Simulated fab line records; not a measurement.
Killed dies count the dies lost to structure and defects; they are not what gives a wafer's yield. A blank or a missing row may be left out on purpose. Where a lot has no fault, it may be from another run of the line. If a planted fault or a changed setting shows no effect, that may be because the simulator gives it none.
Shared-tool check + flow sky130 + 13 lots and 39 wafers in the sample

REASON IT WAS OPENED
At SKY_LI_CONTACT_CD_MEAS_12 the reading cd nm is flagged on 1 of 13 lots. Fault-free wafers read 169.7 nm, with a standard deviation of 1.3.
Rule: a lot gets a flag if all its wafers with a number sit over 4 standard deviations from that mean, or if no wafer of it has a number. The other lots count as sound.

| lot  | measured     | on        | cd nm (nm), wafer by wafer | flag    |
|------|--------------|-----------|----------------------------|---------|
| L233 | day 29 01:55 | cd sem-02 | 168.0 169.1 168.1          |         |
| L234 | day 29 04:55 | cd sem-02 | 172.0 171.1 172.5          |         |
| L235 | day 29 17:02 | cd sem-01 | 168.2 169.2 168.4          |         |
| L236 | day 30 03:05 | cd sem-01 | 168.4 169.8 169.2          |         |
| L238 | day 31 06:05 | cd sem-02 | 170.1 169.3 168.2          |         |
| L240 | day 31 18:37 | cd sem-01 | 149.1 149.3 149.3          | FLAGGED |
| L241 | day 32 02:05 | cd sem-01 | 171.1 169.3 168.4          |         |
| L243 | day 32 22:35 | cd sem-02 | 168.1 168.8 167.8          |         |
| L249 | day 34 13:26 | cd sem-01 | 170.8 171.5 170.1          |         |
| L250 | day 34 19:32 | cd sem-01 | 166.8 168.4 168.4          |         |
| L252 | day 35 15:44 | cd sem-01 | 171.2 171.1 171.3          |         |
| L254 | day 35 22:46 | cd sem-01 | 171.1 170.4 171.6          |         |
| L255 | day 36 03:28 | cd sem-01 | 170.2 170.7 170.3          |         |
The mean of the flagged lots' numbers is 149.2 nm, -20.5 nm from the usual (-16 standard deviations).

LOT BY LOT: THE TOOL USED
The record holds 1 process step before the reading, out of a route of 708 steps. Cell contents, in order: the tool; ch with the chambers the sampled wafers went through; the start.
| lot  | flag    | SKY_LI_CONTACT_EXPOSE_09          |
|------|---------|-----------------------------------|
| L233 |         | krf scanner-01 ch 0, day 28 12:13 |
| L234 |         | krf scanner-02 ch 0, day 28 14:56 |
| L235 |         | krf scanner-01 ch 0, day 29 03:19 |
| L236 |         | krf scanner-01 ch 0, day 29 13:20 |
| L238 |         | krf scanner-02 ch 0, day 30 15:46 |
| L240 | FLAGGED | krf scanner-01 ch 0, day 31 05:28 |
| L241 |         | krf scanner-01 ch 0, day 31 12:18 |
| L243 |         | krf scanner-01 ch 0, day 32 09:32 |
| L249 |         | krf scanner-02 ch 0, day 34 00:38 |
| L250 |         | krf scanner-01 ch 0, day 34 07:02 |
| L252 |         | krf scanner-01 ch 0, day 35 02:37 |
| L254 |         | krf scanner-01 ch 0, day 35 09:59 |
| L255 |         | krf scanner-01 ch 0, day 35 13:54 |
These steps, and what they do:
- SKY_LI_CONTACT_EXPOSE_09: exposes mask LICM1, target cd 170 nm.
- SKY_LI_CONTACT_CD_MEAS_12: target cd 170 nm.

FLAGGED AGAINST TOTAL, ONE TOOL AT A TIME (gauges that did the reading follow at the end)
| step                      | tool           | lots run | flagged | share of the flagged lots | sound lots run after its first flagged lot |
|---------------------------|----------------|----------|---------|---------------------------|--------------------------------------------|
| SKY_LI_CONTACT_EXPOSE_09  | krf scanner-01 | 10       | 1       | all                       | 6 (L241,L243,L250,L252,L254,L255)          |
| SKY_LI_CONTACT_EXPOSE_09  | krf scanner-02 | 3        | 0       | none                      | -                                          |
| SKY_LI_CONTACT_CD_MEAS_12 | cd sem-01      | 9        | 1       | all                       | 6 (L241,L249,L250,L252,L254,L255)          |
| SKY_LI_CONTACT_CD_MEAS_12 | cd sem-02      | 4        | 0       | none                      | -                                          |

WHAT THE TABLE ALLOWS
2 rows of the table ran every flagged lot: krf scanner-01 at SKY_LI_CONTACT_EXPOSE_09, cd sem-01 at SKY_LI_CONTACT_CD_MEAS_12.
- krf scanner-01 at SKY_LI_CONTACT_EXPOSE_09: 1 of its 10 lots flagged. Lots that were sound ran on it after the first flagged one (L241, L243, L250, L252, L254, L255); a persistent fault on the entire tool would not allow that.
- cd sem-01 at SKY_LI_CONTACT_CD_MEAS_12: 1 of its 9 lots flagged. Lots that were sound ran on it after the first flagged one (L241, L249, L250, L252, L254, L255); a persistent fault on the entire tool would not allow that.
None of the table's rows ran every flagged lot and, after the first, no sound lot.

WHAT THE SIMULATOR PUT IN
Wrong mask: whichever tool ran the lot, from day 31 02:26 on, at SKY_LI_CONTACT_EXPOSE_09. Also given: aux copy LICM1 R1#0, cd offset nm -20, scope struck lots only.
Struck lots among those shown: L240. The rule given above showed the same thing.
